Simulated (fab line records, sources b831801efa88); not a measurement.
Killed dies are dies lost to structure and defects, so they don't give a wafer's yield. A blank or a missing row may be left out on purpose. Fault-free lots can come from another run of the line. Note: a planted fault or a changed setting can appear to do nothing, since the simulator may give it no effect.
Matching of chambers :: flow gf180mcu :: GF_CONTACT_CVD_02 on pecvd-04: 3 sister chambers
The step deposits SiO2 from TEOS, target thk 860 nm, time 95.992 s. 6 wafers are shown with their chamber, then 7 later ones without.

EACH WAFER AND ITS CHAMBER
wafer: L249.2
chamber: 0
heater-power-w (W): 647

wafer: L249.3
chamber: 1
heater-power-w (W): 693

wafer: L253.4
chamber: 1
heater-power-w (W): 651

wafer: L253.5
chamber: 0
heater-power-w (W): 635

wafer: L254.2
chamber: 2
heater-power-w (W): 714

wafer: L254.5
chamber: 2
heater-power-w (W): 573

WAFERS WHOSE CHAMBER IS MISSING
wafer: L254.6
heater-power-w (W): 664

wafer: L255.1
heater-power-w (W): 659

wafer: L255.5
heater-power-w (W): 663

wafer: L255.6
heater-power-w (W): 621

wafer: L260.3
heater-power-w (W): 714

wafer: L260.5
heater-power-w (W): 531

wafer: L260.6
heater-power-w (W): 683

WHICH CHAMBER EACH WENT THROUGH
wafer: L254.6
from the rows above: can't be placed: 1 or 2 or 0
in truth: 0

wafer: L255.1
from the rows above: can't be placed: 1 or 2 or 0
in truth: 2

wafer: L255.5
from the rows above: can't be placed: 1 or 2 or 0
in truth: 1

wafer: L255.6
from the rows above: can't be placed: 0 or 2 or 1
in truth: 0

wafer: L260.3
from the rows above: can't be placed: 1 or 2 or 0
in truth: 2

wafer: L260.5
from the rows above: can't be placed: 0 or 2 or 1
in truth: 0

wafer: L260.6
from the rows above: can't be placed: 1 or 2 or 0
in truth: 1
Placed correctly: 0 of 7. Cannot be placed on the basis of these rows: 7; the candidates contain the true chamber in 7. 0 placed wrongly.
How it was worked out, from the rows above alone: a wafer's distance from a chamber is the root of the sum, over the readings, of the square of ((its reading less the chamber's mean) divided by the reading's scatter). If the next closest chamber is less than 2 further off than the closest, the wafer can't be placed; otherwise it belongs to the closest. The mean given for a chamber averages the wafers shown for that chamber. How the scatter is found: for the shown wafers, subtract from each reading the mean of its chamber, square and add these, divide the total by (wafers less chambers), then take the root.
